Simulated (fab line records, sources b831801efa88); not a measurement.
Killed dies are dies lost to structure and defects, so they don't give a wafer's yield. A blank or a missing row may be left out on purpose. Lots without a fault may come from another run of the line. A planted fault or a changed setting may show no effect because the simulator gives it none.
One fault seen from 2 desks | flow sky130 | each desk has only its own numbers; what lay behind them comes last

THE METROLOGY DESK
What the gauges read, lot by lot, whatever tool the lot ran on: means of the sampled wafers that have a number. A lot is out of limits, marked OUT, if its mean lies more than 4 standard deviations from the usual mean; the brackets give that distance.
Columns: A = cd_nm at SKY_VIA2_CD_MEAS_12, usual 200.0 nm; B = VIA2_OVL at SKY_VIA2_OVL_MEAS_13, usual 1 nm
lot  | first seen here | A     | B
L790 | day 38 05:48    | 198.6 | -1
L793 | day 39 04:07    | 201.3 | 3
L799 | day 41 09:05    | 199.9 | 2
L802 | day 41 18:19    | 199.6 | 3
L805 | day 42 07:42    | 200.7 | 3
This desk's finding: nothing out of limits on any of the 5 lots.

THE TOOL OWNER'S DESK: pvd_sputter-03
The tool's own readings at SKY_VIA2_SPUTTER_20 (material TiN, target thk 20 nm, time 80 s): means of the sampled wafers that have a number, for each lot that ran on this tool. A lot is out of limits, marked OUT, if its mean lies more than 4 standard deviations from the usual mean; the brackets give that distance.
Columns: A = throttle_valve_pct at SKY_VIA2_SPUTTER_20, usual 30.2 %
lot  | first seen here | A
L790 | day 38 06:37    | 29.6
L799 | day 41 09:58    | 30.2
This desk's finding: nothing out of limits on any of the 2 lots.

PUT TOGETHER
The metrology desk saw nothing out of limits.
The tool owner's desk saw nothing out of limits.

WHAT THE SIMULATOR HAD PUT IN
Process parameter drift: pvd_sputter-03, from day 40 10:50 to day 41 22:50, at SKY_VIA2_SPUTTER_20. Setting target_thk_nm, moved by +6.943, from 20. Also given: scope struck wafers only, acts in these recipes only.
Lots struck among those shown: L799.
